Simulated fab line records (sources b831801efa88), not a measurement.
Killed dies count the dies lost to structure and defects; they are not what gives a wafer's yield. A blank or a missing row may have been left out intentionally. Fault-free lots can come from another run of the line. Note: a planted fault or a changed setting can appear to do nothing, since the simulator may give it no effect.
What tool caused it? :: flow gf180mcu :: Sampling: 10 lots, 30 wafers, 6 of 602 route steps

WHAT THE GAUGES SHOWED, per wafer
GF_CONTACT_RS_MEAS_25: a four-point-probe measurement.
lot: L773
measured: day 16 02:02
on: filmMetro-04
CONTACT_W_RS (ohm/sq): 0.387 0.385 0.388

lot: L777
measured: day 17 14:41
on: filmMetro-03
CONTACT_W_RS (ohm/sq): 0.387 0.388 0.380

lot: L778
measured: day 18 02:19
on: filmMetro-01
CONTACT_W_RS (ohm/sq): 0.387 0.390 0.385

lot: L779
measured: day 18 12:55
on: filmMetro-01
CONTACT_W_RS (ohm/sq): 0.385 0.388 0.388

lot: L784
measured: day 20 04:55
on: filmMetro-01
CONTACT_W_RS (ohm/sq): 0.386 0.388 0.319

lot: L785
measured: day 20 23:47
on: filmMetro-01
CONTACT_W_RS (ohm/sq): 0.382 0.381 0.317

lot: L787
measured: day 21 10:27
on: filmMetro-03
CONTACT_W_RS (ohm/sq): 0.382 0.380 0.317

lot: L794
measured: day 23 16:08
on: filmMetro-04
CONTACT_W_RS (ohm/sq): 0.384 0.382 0.385

lot: L795
measured: day 23 22:23
on: filmMetro-04
CONTACT_W_RS (ohm/sq): 0.383 0.382 0.387

lot: L796
measured: day 24 04:34
on: filmMetro-01
CONTACT_W_RS (ohm/sq): 0.377 0.376 0.376

GF_CONTACT_THK_MEAS_26: measures by xrf.
lot: L773
measured: day 16 02:10
on: filmMetro-04
CONTACT_W_THK (nm): 296 299 297

lot: L777
measured: day 17 14:48
on: filmMetro-03
CONTACT_W_THK (nm): 300 302 307

lot: L778
measured: day 18 02:25
on: filmMetro-01
CONTACT_W_THK (nm): 300 295 301

lot: L779
measured: day 18 13:02
on: filmMetro-01
CONTACT_W_THK (nm): 300 298 298

lot: L784
measured: day 20 05:02
on: filmMetro-01
CONTACT_W_THK (nm): 301 299 362

lot: L785
measured: day 20 23:54
on: filmMetro-01
CONTACT_W_THK (nm): 303 303 367

lot: L787
measured: day 21 10:34
on: filmMetro-03
CONTACT_W_THK (nm): 301 304 365

lot: L794
measured: day 23 16:14
on: filmMetro-04
CONTACT_W_THK (nm): 301 304 301

lot: L795
measured: day 23 22:30
on: filmMetro-04
CONTACT_W_THK (nm): 301 304 300

lot: L796
measured: day 24 04:41
on: filmMetro-01
CONTACT_W_THK (nm): 307 306 309

EACH LOT AND THE TOOL THAT RAN IT (in order: tool; ch and the chambers of the sampled wafers; start)
lot: L773
GF_SAB_STRIP_13: plasmaAsher-03 ch 0,1, day 15 01:37
GF_CONTACT_ETCH_16: rieDiel-02 ch 0,1,3, day 16 01:22
GF_CONTACT_STRIP_18: plasmaAsher-03 ch 0,1, day 16 01:31
GF_CONTACT_CVD_24: cvdW-02 ch 0,1, day 16 01:56

lot: L777
GF_SAB_STRIP_13: plasmaAsher-01 ch 0,1, day 16 14:04
GF_CONTACT_ETCH_16: rieDiel-03 ch 0,1,3, day 17 13:56
GF_CONTACT_STRIP_18: plasmaAsher-04 ch 0, day 17 14:05
GF_CONTACT_CVD_24: cvdW-02 ch 0, day 17 14:35

lot: L778
GF_SAB_STRIP_13: plasmaAsher-02 ch 0,1, day 17 00:44
GF_CONTACT_ETCH_16: rieDiel-01 ch 1,2,3, day 18 01:24
GF_CONTACT_STRIP_18: plasmaAsher-03 ch 0,1, day 18 01:35
GF_CONTACT_CVD_24: cvdW-02 ch 0,1, day 18 02:11

lot: L779
GF_SAB_STRIP_13: plasmaAsher-02 ch 0,1, day 17 11:21
GF_CONTACT_ETCH_16: rieDiel-01 ch 0,1,2, day 18 12:15
GF_CONTACT_STRIP_18: plasmaAsher-04 ch 0,1, day 18 12:25
GF_CONTACT_CVD_24: cvdW-01 ch 0,1, day 18 12:49

lot: L784
GF_SAB_STRIP_13: plasmaAsher-03 ch 0,1, day 19 02:28
GF_CONTACT_ETCH_16: rieDiel-01 ch 0,3, day 20 04:16
GF_CONTACT_STRIP_18: plasmaAsher-04 ch 1, day 20 04:25
GF_CONTACT_CVD_24: cvdW-02 ch 0,1, day 20 04:49

lot: L785
GF_SAB_STRIP_13: plasmaAsher-01 ch 0,1, day 19 21:10
GF_CONTACT_ETCH_16: rieDiel-01 ch 1,3, day 20 23:06
GF_CONTACT_STRIP_18: plasmaAsher-03 ch 0,1, day 20 23:16
GF_CONTACT_CVD_24: cvdW-02 ch 0,1, day 20 23:41

lot: L787
GF_SAB_STRIP_13: plasmaAsher-01 ch 0,1, day 20 08:07
GF_CONTACT_ETCH_16: rieDiel-02 ch 1,2,3, day 21 09:45
GF_CONTACT_STRIP_18: plasmaAsher-03 ch 0,1, day 21 09:55
GF_CONTACT_CVD_24: cvdW-02 ch 0,1, day 21 10:20

lot: L794
GF_SAB_STRIP_13: plasmaAsher-02 ch 0,1, day 22 15:30
GF_CONTACT_ETCH_16: rieDiel-01 ch 0,1,2, day 23 15:27
GF_CONTACT_STRIP_18: plasmaAsher-01 ch 0,1, day 23 15:37
GF_CONTACT_CVD_24: cvdW-02 ch 0,1, day 23 16:01

lot: L795
GF_SAB_STRIP_13: plasmaAsher-01 ch 0,1, day 22 21:07
GF_CONTACT_ETCH_16: rieDiel-01 ch 0,2, day 23 21:42
GF_CONTACT_STRIP_18: plasmaAsher-03 ch 0,1, day 23 21:52
GF_CONTACT_CVD_24: cvdW-01 ch 0, day 23 22:16

lot: L796
GF_SAB_STRIP_13: plasmaAsher-01 ch 0, day 23 04:15
GF_CONTACT_ETCH_16: rieDiel-03 ch 0,1,3, day 24 03:52
GF_CONTACT_STRIP_18: plasmaAsher-01 ch 0,1, day 24 04:02
GF_CONTACT_CVD_24: cvdW-02 ch 0, day 24 04:27
- GF_SAB_STRIP_13: strips in O2/N2.
- GF_CONTACT_ETCH_16: etches BARC in N2/H2.
- GF_CONTACT_STRIP_18: strips in O2/N2.
- GF_CONTACT_CVD_24: deposits W, target thk 300 nm, time 90.339 s.

WHAT THE TOOLS THEMSELVES READ (means of the sampled wafers that have a number; where no wafer has one, the mark that the record gives instead)
GF_SAB_STRIP_13.
lot: L773
tool: plasmaAsher-03
drypumpMotorCurrentA (A): 5.5
heaterPowerW (W): 351
oesProductAu (a.u.): 0.712
stripTimeToEndpointS (s): 12.67

lot: L777
tool: plasmaAsher-01
drypumpMotorCurrentA (A): 5.6
heaterPowerW (W): 306
oesProductAu (a.u.): 0.710
stripTimeToEndpointS (s): 12.62

lot: L778
tool: plasmaAsher-02
drypumpMotorCurrentA (A): 5.5
heaterPowerW (W): 368
oesProductAu (a.u.): 0.708
stripTimeToEndpointS (s): 12.59

lot: L779
tool: plasmaAsher-02
drypumpMotorCurrentA (A): 5.6
heaterPowerW (W): 332
oesProductAu (a.u.): 0.716
stripTimeToEndpointS (s): 12.58

lot: L784
tool: plasmaAsher-03
drypumpMotorCurrentA (A): 5.5
heaterPowerW (W): 351
oesProductAu (a.u.): 0.708
stripTimeToEndpointS (s): 12.66

lot: L785
tool: plasmaAsher-01
drypumpMotorCurrentA (A): 5.8
heaterPowerW (W): 294
oesProductAu (a.u.): 0.711
stripTimeToEndpointS (s): 12.71

lot: L787
tool: plasmaAsher-01
drypumpMotorCurrentA (A): 5.6
heaterPowerW (W): 311
oesProductAu (a.u.): 0.709
stripTimeToEndpointS (s): 12.61

lot: L794
tool: plasmaAsher-02
drypumpMotorCurrentA (A): 5.6
heaterPowerW (W): 374
oesProductAu (a.u.): 0.713
stripTimeToEndpointS (s): 12.59

lot: L795
tool: plasmaAsher-01
drypumpMotorCurrentA (A): 5.8
heaterPowerW (W): 287
oesProductAu (a.u.): 0.713
stripTimeToEndpointS (s): 12.55

lot: L796
tool: plasmaAsher-01
drypumpMotorCurrentA (A): 6.1
heaterPowerW (W): 272
oesProductAu (a.u.): 0.713
stripTimeToEndpointS (s): 12.66

GF_CONTACT_ETCH_16.
lot: L773
tool: rieDiel-02
drypumpMotorCurrentA (A): 5.2
h2FlowSccm (sccm): 200.2
oesProductAu (a.u.): 0.855
throttleValvePct (%): 13.235

lot: L777
tool: rieDiel-03
drypumpMotorCurrentA (A): 5.4
h2FlowSccm (sccm): 200.2
oesProductAu (a.u.): 0.855
throttleValvePct (%): 13.231

lot: L778
tool: rieDiel-01
drypumpMotorCurrentA (A): 5.4
h2FlowSccm (sccm): 200.9
oesProductAu (a.u.): 0.851
throttleValvePct (%): 13.215

lot: L779
tool: rieDiel-01
drypumpMotorCurrentA (A): 5.5
h2FlowSccm (sccm): 199.3
oesProductAu (a.u.): 0.852
throttleValvePct (%): 13.223

lot: L784
tool: rieDiel-01
drypumpMotorCurrentA (A): 5.6
h2FlowSccm (sccm): 200.5
oesProductAu (a.u.): 0.855
throttleValvePct (%): 13.216

lot: L785
tool: rieDiel-01
drypumpMotorCurrentA (A): 5.2
h2FlowSccm (sccm): 200.2
oesProductAu (a.u.): 0.853
throttleValvePct (%): 13.228

lot: L787
tool: rieDiel-02
drypumpMotorCurrentA (A): 5.4
h2FlowSccm (sccm): 200.1
oesProductAu (a.u.): 0.858
throttleValvePct (%): 13.227

lot: L794
tool: rieDiel-01
drypumpMotorCurrentA (A): 5.5
h2FlowSccm (sccm): 200.6
oesProductAu (a.u.): 0.852
throttleValvePct (%): 13.221

lot: L795
tool: rieDiel-01
drypumpMotorCurrentA (A): 5.7
h2FlowSccm (sccm): 199.2
oesProductAu (a.u.): 0.860
throttleValvePct (%): 13.218

lot: L796
tool: rieDiel-03
drypumpMotorCurrentA (A): 5.4
h2FlowSccm (sccm): 200.5
oesProductAu (a.u.): 0.854
throttleValvePct (%): 13.218

GF_CONTACT_STRIP_18.
lot: L773
tool: plasmaAsher-03
drypumpMotorCurrentA (A): 5.5
heaterPowerW (W): 356
oesProductAu (a.u.): 0.581

lot: L777
tool: plasmaAsher-04
drypumpMotorCurrentA (A): 5.8
heaterPowerW (W): 322
oesProductAu (a.u.): 0.579

lot: L778
tool: plasmaAsher-03
drypumpMotorCurrentA (A): 5.8
heaterPowerW (W): 355
oesProductAu (a.u.): 0.582

lot: L779
tool: plasmaAsher-04
drypumpMotorCurrentA (A): 6.1
heaterPowerW (W): 330
oesProductAu (a.u.): 0.578

lot: L784
tool: plasmaAsher-04
drypumpMotorCurrentA (A): 6.5
heaterPowerW (W): 322
oesProductAu (a.u.): 0.580

lot: L785
tool: plasmaAsher-03
drypumpMotorCurrentA (A): 5.8
heaterPowerW (W): 359
oesProductAu (a.u.): 0.579

lot: L787
tool: plasmaAsher-03
drypumpMotorCurrentA (A): 5.8
heaterPowerW (W): 357
oesProductAu (a.u.): 0.585

lot: L794
tool: plasmaAsher-01
drypumpMotorCurrentA (A): 5.5
heaterPowerW (W): 309
oesProductAu (a.u.): 0.575

lot: L795
tool: plasmaAsher-03
drypumpMotorCurrentA (A): 5.8
heaterPowerW (W): 362
oesProductAu (a.u.): 0.581

lot: L796
tool: plasmaAsher-01
drypumpMotorCurrentA (A): 5.8
heaterPowerW (W): 286
oesProductAu (a.u.): 0.581

GF_CONTACT_CVD_24.
lot: L773
tool: cvdW-02
heaterPowerOuterW (W): 500
heaterPowerW (W): 832
susceptorTempC (C): 399.86

lot: L777
tool: cvdW-02
heaterPowerOuterW (W): 474
heaterPowerW (W): 817
susceptorTempC (C): 399.92

lot: L778
tool: cvdW-02
heaterPowerOuterW (W): 543
heaterPowerW (W): 856
susceptorTempC (C): 399.85

lot: L779
tool: cvdW-01
heaterPowerOuterW (W): 476
heaterPowerW (W): 813
susceptorTempC (C): 400.12

lot: L784
tool: cvdW-02
heaterPowerOuterW (W): 500
heaterPowerW (W): 845
susceptorTempC (C): 399.81

lot: L785
tool: cvdW-02
heaterPowerOuterW (W): 500
heaterPowerW (W): 857
susceptorTempC (C): 400.08

lot: L787
tool: cvdW-02
heaterPowerOuterW (W): 545
heaterPowerW (W): 853
susceptorTempC (C): 400.01

lot: L794
tool: cvdW-02
heaterPowerOuterW (W): 541
heaterPowerW (W): 864
susceptorTempC (C): 399.98

lot: L795
tool: cvdW-01
heaterPowerOuterW (W): 496
heaterPowerW (W): 847
susceptorTempC (C): 399.82

lot: L796
tool: cvdW-02
heaterPowerOuterW (W): 476
heaterPowerW (W): 828
susceptorTempC (C): 400.08

THE ANSWER, worked out from the rows above alone
Rule: what is usual is taken from the lots themselves. The widest of any qualifying gaps counts: lots, ordered by their means at a reading, are off when they make up no more than a third of the lots, leave a main group of 4 or more, and stand apart from it by 3 or more times the standard deviation of that group's means. Not used: any main group whose means are identical at the precision the tables above print for the reading. Also off: a lot with no number at a reading for which 4 or more lots have one. Any other lot the step has rows for is counted as sound. Order of review: gauges by route order, followed by the tools' own readings, for which a lot's mean as printed above is used. The first step at which some lot is off is used, and at that step the reading that is off furthest; a lot without a number counts as furthest.
Off: at GF_CONTACT_RS_MEAS_25 (CONTACT_W_RS), L784, L785, L787. Mean 0.384 ohm/sq and standard deviation 0.0035 in the main group.
If a tool, at a process step before that reading, ran all the lots that are off and no sound lot after the first of them, it fits. The gauges at GF_CONTACT_RS_MEAS_25 are tried like those tools. Not one of the candidates tried fits.

WHAT WAS PUT IN BY THE SIMULATOR
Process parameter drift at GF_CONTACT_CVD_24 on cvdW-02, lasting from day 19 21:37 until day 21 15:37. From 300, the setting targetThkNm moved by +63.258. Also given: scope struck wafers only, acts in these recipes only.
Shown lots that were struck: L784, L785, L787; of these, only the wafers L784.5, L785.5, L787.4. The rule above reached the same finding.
